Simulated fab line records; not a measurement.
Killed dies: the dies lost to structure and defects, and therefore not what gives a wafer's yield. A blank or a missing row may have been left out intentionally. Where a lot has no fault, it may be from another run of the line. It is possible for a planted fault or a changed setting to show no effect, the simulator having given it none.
Comparing a struck lot with a sound one | flow sky130 | 15 out of 708 route steps
Sound: wafers L525.1, L525.2, L525.6. Struck: wafer L518.6 (L518.1, L518.3, from the same lot, were not struck and are left out); the cause is given at the end.
For every step that has rows: the tool of each side, followed by ch and its chambers, followed by its first start. Under that, the readings that differ: sound wafers | struck wafers | difference of the means | sigmas: that difference in standard deviations of wafers without a fault.
alike: words and numbers the same on both sides, and readings whose means are apart by under 2 such deviations; not compared: readings that were withheld, readings missing a value for some wafer, numbers with overlapping values and no deviation given by the record, and bounds like >300 which may hide the same value.
The two part at a step that has a row with sigmas, a row that says differs or no value, or rows on one side only. Non-overlapping numbers with no deviation appear without sigmas and do not part them. A reading missing from all wafers of one side parts the sides only when that side holds two or more wafers.

first, 3 steps without rows for these wafers: SKY_VIA2_STRIP_17 (strips in post etch residue remover, time 1200 s); SKY_VIA2_CLEAN_18 (cleans in IPA, time 180 s); SKY_VIA2_CLEAN_19 (cleans in O3/DIW).
SKY_VIA2_SPUTTER_20: material TiN, target thk 20 nm, time 80 s.
  sound: pvd sputter-03 at day 41 21:55; struck: pvd sputter-03 at day 40 04:17
  reading                | sound          | struck | difference | sigmas
  throttle valve pct (%) | 27.1 27.8 29.3 | 31.9   | +3.8       | +2
  alike: chamber pressure pa
then, 1 step without rows for these wafers: SKY_VIA2_CVD_21 (deposits W, target thk 420 nm, time 126.4 s).
SKY_VIA2_RS_MEAS_22: measurement is done with a four-point probe.
  sound: film metro-04 at day 41 22:07; struck: film metro-04 at day 40 04:28
  alike: VIA2_W_RS
SKY_VIA2_THK_MEAS_23: measures by xrf.
  sound: film metro-04 at day 41 22:14; struck: film metro-04 at day 40 04:35
  alike: VIA2_W_THK
SKY_VIA2_CMP_24: polishes, stops on SiO2, t overpolish 20 s, target thk 0 nm.
  sound on cmp-02 ch 1,2, day 41 22:18; struck on cmp-02 ch 0, day 40 04:39
  alike: motor current A, overpolish run s, retaining ring pressure frac, time to endpoint s
SKY_METAL3_SPUTTER_00: material Ti, target thk 15 nm, time 10 s.
  sound: pvd sputter-04 at day 41 22:36; struck: pvd sputter-01 at day 40 04:57
  alike: chamber pressure pa, throttle valve pct
then, 2 steps without rows for these wafers: SKY_METAL3_SPUTTER_01 (material TiN, target thk 20 nm, time 16.7 s); SKY_METAL3_SPUTTER_02 (material AlCu, target thk 735 nm, time 39.1 s).
SKY_METAL3_SPUTTER_03: material Ti, target thk 5 nm, time 3.3 s.
  sound: pvd sputter-04 at day 41 22:41; struck: pvd sputter-01 at day 40 05:02
  alike: chamber pressure pa, throttle valve pct
SKY_METAL3_SPUTTER_04: material TiN, target thk 70 nm, time 58.3 s.
  sound: pvd sputter-04 at day 41 22:42; struck: pvd sputter-01 at day 40 05:04
  reading                                    | sound                | struck | difference | sigmas
  chamber pressure pa (Pa)                   | 0.4001 0.4012 0.4002 | 0.4487 | +0.0482    | +57
  model.TiN_of_METAL3_SPUTTER_04.thk nm (nm) | 70.21 69.8 69.52     | 69.16  | -0.68      |
  alike: throttle valve pct
SKY_CAPM_CVD_00: deposits SiO2, target thk 15.5 nm.
  sound on pecvd-01 ch 0,1,2, day 41 22:45; struck on pecvd-02 ch 2, day 40 05:07
  alike: heater power w, susceptor temp C
-- the record jumps here: 9 days lie between the struck wafers' starts before and after (it left off in module CAPM and takes up again in module PAD_OPEN, whose first step shown is number 708 of the route) --
SKY_PAD_OPEN_PROBE_99:
  rows exist in the record for the struck wafers here (prober-01, day 48 23:05), but not for the sound ones

## WHERE THEY PART
Earliest at SKY_VIA2_SPUTTER_20; latest, in this record, at SKY_PAD_OPEN_PROBE_99.

WHY: what the simulator had put in
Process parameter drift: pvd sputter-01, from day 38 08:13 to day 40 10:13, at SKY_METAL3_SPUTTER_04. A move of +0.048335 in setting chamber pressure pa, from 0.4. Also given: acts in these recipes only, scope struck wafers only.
